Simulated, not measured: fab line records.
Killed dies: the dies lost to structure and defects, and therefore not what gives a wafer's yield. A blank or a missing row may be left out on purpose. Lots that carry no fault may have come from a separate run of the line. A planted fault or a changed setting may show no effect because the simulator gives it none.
Which of the tools did it?    flow sky130    Sampling: 13 lots, 39 wafers, 3 of 708 route steps

## WHAT THE GAUGES READ, wafer by wafer
SKY_METAL3_OVL_MEAS_14.
lot   measured      on          METAL3_OVL (nm)
L709  day 38 12:04  overlay-02  4 6 2
L710  day 39 01:20  overlay-01  7 4 6
L712  day 39 09:03  overlay-02  8 6 2
L713  day 39 19:53  overlay-01  6 9 4
L714  day 39 21:50  overlay-01  11 2 -4
L715  day 40 07:09  overlay-01  4 1 8
L716  day 41 07:32  overlay-02  0 -11 -10
L717  day 41 08:50  overlay-01  9 -3 -2
L719  day 42 06:27  overlay-02  -3 -1 1
L721  day 42 14:32  overlay-02  -2 1 3
L723  day 43 01:59  overlay-02  -2 2 -1
L729  day 44 09:14  overlay-01  8 13 -3
L730  day 44 16:19  overlay-02  -2 -6 -6

## EACH LOT AND THE TOOL THAT RAN IT (in order: tool; ch and the chambers of the sampled wafers; start)
lot   SKY_CONTACT_HDPCVD_02             SKY_METAL2_METAL_ETCH_19
L709  hdpcvd-01 ch 0,1, day 30 10:56    rie-metal-02 ch 0,1, day 35 03:16
L710  hdpcvd-02 ch 0,2, day 31 00:06    rie-metal-02 ch 0,1, day 35 16:56
L712  hdpcvd-02 ch 0,1, day 31 10:02    rie-metal-02 ch 0,1, day 36 01:29
L713  hdpcvd-01 ch 1,2, day 31 21:44    rie-metal-02 ch 0,1, day 36 12:16
L714  hdpcvd-02 ch 0,1, day 31 22:47    rie-metal-02 ch 0,1, day 36 13:59
L715  hdpcvd-01 ch 0,2, day 32 09:29    rie-metal-01 ch 0,1, day 37 00:52
L716  hdpcvd-02 ch 1,2, day 33 11:31    rie-metal-02 ch 0,1, day 38 01:31
L717  hdpcvd-02 ch 0,1,2, day 33 12:58  rie-metal-03 ch 0,1, day 38 03:04
L719  hdpcvd-02 ch 0,2, day 34 12:54    rie-metal-03 ch 0,1, day 39 01:49
L721  hdpcvd-02 ch 0,2, day 34 22:59    rie-metal-03 ch 0,1, day 39 11:38
L723  hdpcvd-01 ch 0,2, day 35 11:41    rie-metal-03 ch 0,1, day 40 00:24
L729  hdpcvd-01 ch 0,1,2, day 37 00:28  rie-metal-03 ch 0,1, day 41 09:26
L730  hdpcvd-02 ch 0,2, day 37 06:26    rie-metal-02 ch 0,1, day 41 15:53
- SKY_CONTACT_HDPCVD_02: deposits SiO2, target thk 565 nm, time 94.2 s.
- SKY_METAL2_METAL_ETCH_19: etches the open film in Cl2/BCl3, stops on SiO2, target depth 360 nm, time 78 s.

## AS READ BY THE TOOLS THEMSELVES (means over the sampled wafers that have a number; for cases with no such wafer, the mark the record gives instead)
SKY_METAL2_METAL_ETCH_19.
lot   tool          drypump-motor-current-A (A)  oes-product-au (a.u.)  rf-fwd-power-W (W)  throttle-valve-pct (%)
L709  rie-metal-02  5.9                          0.851                  895                 22.251
L710  rie-metal-02  5.9                          0.860                  895                 22.268
L712  rie-metal-02  5.9                          0.858                  895                 22.262
L713  rie-metal-02  6.2                          0.857                  892                 22.272
L714  rie-metal-02  5.9                          0.849                  894                 22.261
L715  rie-metal-01  5.7                          0.849                  890                 22.257
L716  rie-metal-02  5.9                          0.858                  894                 22.262
L717  rie-metal-03  5.7                          0.861                  893                 22.269
L719  rie-metal-03  5.7                          0.856                  893                 22.267
L721  rie-metal-03  5.7                          0.856                  896                 22.268
L723  rie-metal-03  5.6                          0.850                  893                 22.263
L729  rie-metal-03  5.6                          0.863                  891                 22.270
L730  rie-metal-02  6.2                          0.854                  897                 22.271

## THE ANSWER, worked out from the rows above alone
Rule: what is usual is taken from the lots themselves. The widest of any qualifying gaps counts: lots, ordered by their means at a reading, are off when they make up no more than a third of the lots, leave a main group of 4 or more, and stand apart from it by 3 or more times the standard deviation of that group's means. A main group is skipped when, at the precision printed for the reading in the tables above, its means are all equal. Also off: a lot with no number at a reading for which 4 or more lots have one. All remaining lots with rows at the step are treated as sound. The gauges are gone through in route order, then the tools' own readings, and for those a lot's mean is taken as printed above. The first step at which some lot is off is used, and at that step the reading that is off furthest; a lot without a number counts as furthest.
Nothing can be told from this: no lot is off at any reading shown.

## WHAT WAS PUT IN BY THE SIMULATOR
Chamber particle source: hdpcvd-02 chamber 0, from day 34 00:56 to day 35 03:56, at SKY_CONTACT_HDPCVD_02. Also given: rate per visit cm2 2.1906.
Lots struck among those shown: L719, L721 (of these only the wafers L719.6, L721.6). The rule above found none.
